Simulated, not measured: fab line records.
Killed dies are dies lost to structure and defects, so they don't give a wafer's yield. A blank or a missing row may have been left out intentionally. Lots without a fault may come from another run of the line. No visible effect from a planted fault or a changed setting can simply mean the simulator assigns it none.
Chamber matching ; flow gf180mcu ; 3 sister chambers for GF_V3_CVD_02 on pecvd-03
The step deposits SiO2 from TEOS, target thk 850 nm, time 94.851 s. 16 wafers are shown with their chamber, then 8 later ones without.

== WAFERS, EACH WITH ITS CHAMBER ==
wafer;chamber;heater-power-w (W)
L077.2;0;620
L077.5;0;703
L077.6;2;618
L078.2;2;634
L078.3;0;735
L078.6;2;676
L080.3;0;726
L080.4;1;516
L080.6;2;756
L081.3;1;638
L081.4;2;676
L081.6;1;517
L086.1;0;623
L086.3;2;633
L086.5;2;700
L092.4;1;619

SIGNATURES (means of the wafers above)
reading;chamber 0;chamber 1;chamber 2;scatter within a chamber
heater-power-w;681.40;572.50;670.43;54.8
Rule: a wafer's distance from a chamber is the root of the sum, over the readings, of the square of ((its reading less the chamber's mean) divided by the reading's scatter). If the next closest chamber is less than 2 further off than the closest, the wafer can't be placed; otherwise it belongs to the closest. The scatter: the root of (the sum of the squares of (reading less its chamber's mean) over the shown wafers, divided by (wafers less chambers)).

== WAFERS MISSING THEIR CHAMBER ==
wafer;heater-power-w (W)
L092.5;785
L092.6;740
L095.1;721
L095.3;723
L095.6;756
L097.1;758
L097.2;769
L097.5;764

== CHAMBER TAKEN BY EACH ==
wafer;from the rows above;in truth
L092.5;can't be placed: 0 or 2 or 1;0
L092.6;can't be placed: 0 or 2 or 1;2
L095.1;can't be placed: 0 or 2 or 1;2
L095.3;can't be placed: 0 or 2 or 1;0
L095.6;can't be placed: 0 or 2 or 1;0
L097.1;can't be placed: 0 or 2 or 1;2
L097.2;can't be placed: 0 or 2 or 1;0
L097.5;can't be placed: 0 or 2 or 1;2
0 of 8 placed correctly. Cannot be placed on the basis of these rows: 8; the candidates contain the true chamber in 8. 0 placed wrongly.
